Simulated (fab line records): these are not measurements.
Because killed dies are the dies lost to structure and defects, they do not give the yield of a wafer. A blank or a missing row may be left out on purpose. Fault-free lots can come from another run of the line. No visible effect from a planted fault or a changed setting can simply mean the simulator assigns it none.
Chamber matching | flow gf180mcu | GF_SAB_ETCH_11 on rie-diel-03 has 4 sister chambers
The step etches SiO2 in C4F8/O2/Ar, target depth 55 nm, time 8.5 s. 4 wafers are shown with their chamber, then 7 later ones without.

## WAFERS WITH THEIR CHAMBER
wafer  | chamber | oes-product-au (a.u.)
L584.4 | 0       | 0.998
L584.5 | 3       | 0.993
L595.1 | 1       | 0.979
L595.2 | 2       | 1.012

## WAFERS WITHOUT THEIR CHAMBER
wafer  | oes-product-au (a.u.)
L595.4 | 1.017
L598.1 | 0.985
L598.2 | 1.014
L598.6 | 1.012
L599.2 | 1.017
L599.4 | 0.996
L599.5 | 1.009

## EACH ONE'S CHAMBER
wafer  | from the rows above          | in truth
L595.4 | 2                            | 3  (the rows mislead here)
L598.1 | can't be placed: 1 or 3 or 0 | 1
L598.2 | 2                            | 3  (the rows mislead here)
L598.6 | 2                            | 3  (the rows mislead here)
L599.2 | 2                            | 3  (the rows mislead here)
L599.4 | can't be placed: 0 or 3      | 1
L599.5 | 2                            | 2
Correctly placed: 1 of 7. These rows do not allow placing 2 (true chamber among the candidates in 1). Placed wrongly: 4.
How it was worked out, from the rows above alone: a wafer's distance from a chamber is the root of the sum, over the readings, of the square of ((its reading less the chamber's mean) divided by the reading's scatter). The wafer belongs to the nearest chamber; if the next one is less than 2 further off, it can't be placed. Each chamber's mean is taken over the wafers shown for it. The scatter: root of mean squared gap, hidden wafer to nearest shown wafer, with one shown wafer a chamber.
